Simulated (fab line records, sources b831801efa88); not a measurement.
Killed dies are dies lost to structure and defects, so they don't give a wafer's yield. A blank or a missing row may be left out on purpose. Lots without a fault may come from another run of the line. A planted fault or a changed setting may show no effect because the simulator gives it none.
Which tool did it? | flow sfq_line | 7 lots, 20 wafers sampled, at 2 steps of a route of 325

WHAT THE GAUGES READ, wafer by wafer
SFQ_M4_RS_MEAS_924: measures by four-point-probe.
lot  | measured     | on            | M4_NB_RS (ohm/sq)
L908 | day 39 16:14 | film_metro-01 | 0.873 0.866 0.870
L910 | day 41 22:26 | film_metro-03 | 0.900 0.896 0.889
L912 | day 42 05:40 | film_metro-04 | 0.877 0.878 0.888
L915 | day 43 06:30 | film_metro-01 | 0.877 0.869 0.879
L923 | day 51 14:21 | film_metro-01 | 0.737 0.736
L925 | day 51 20:21 | film_metro-03 | 0.729 0.738 0.728
L929 | day 54 16:45 | film_metro-03 | 0.897 0.895 0.894

WHICH TOOL RAN EACH LOT (tool, then ch and the chambers of the sampled wafers, then the start)
lot  | SFQ_TRILAYER_M4_DEP_SPUTTER_091
L908 | pvd_sputter-04, day 39 16:08
L910 | pvd_sputter-04, day 41 22:21
L912 | pvd_sputter-03, day 42 05:34
L915 | pvd_sputter-05, day 43 06:25
L923 | pvd_sputter-03, day 51 14:14
L925 | pvd_sputter-03, day 51 20:16
L929 | pvd_sputter-04, day 54 16:37
- SFQ_TRILAYER_M4_DEP_SPUTTER_091: material Nb, target thk 200 nm, time 133.3 s.

THE ANSWER, worked out from the rows above alone
Rule: what is usual is taken from the lots themselves. Put in order of their means at a reading, lots are off if they are a third of the lots or fewer, leave a main group of 4 or more, and stand apart from it by a gap of 3 or more times the standard deviation of the main group's means; of several such gaps the widest counts. A main group whose means are all the same, to the digits that the tables above print for the reading, isn't used. A lot without any number at a reading at which 4 lots or more have one is off too. The other lots that the step has rows for count as sound.
Off: L923, L925, at SFQ_M4_RS_MEAS_924 (M4_NB_RS). The main group: mean 0.883 ohm/sq, standard deviation 0.01.
A tool fits if, at a process step before that reading, it ran every lot that is off, and no sound lot after the first of them. The gauges at SFQ_M4_RS_MEAS_924 are tried like those tools. One fits: pvd_sputter-03 at SFQ_TRILAYER_M4_DEP_SPUTTER_091. Its last sound lot is L912 (day 42 05:34), its first lot that is off L923 (day 51 14:14): a fault that began between those two fits.

WHAT THE SIMULATOR HAD PUT IN
Process parameter drift: pvd_sputter-03, from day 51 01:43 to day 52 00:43, at SFQ_TRILAYER_M4_DEP_SPUTTER_091. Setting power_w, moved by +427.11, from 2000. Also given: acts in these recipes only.
Lots struck among those shown: L923, L925. The rule above found the same.
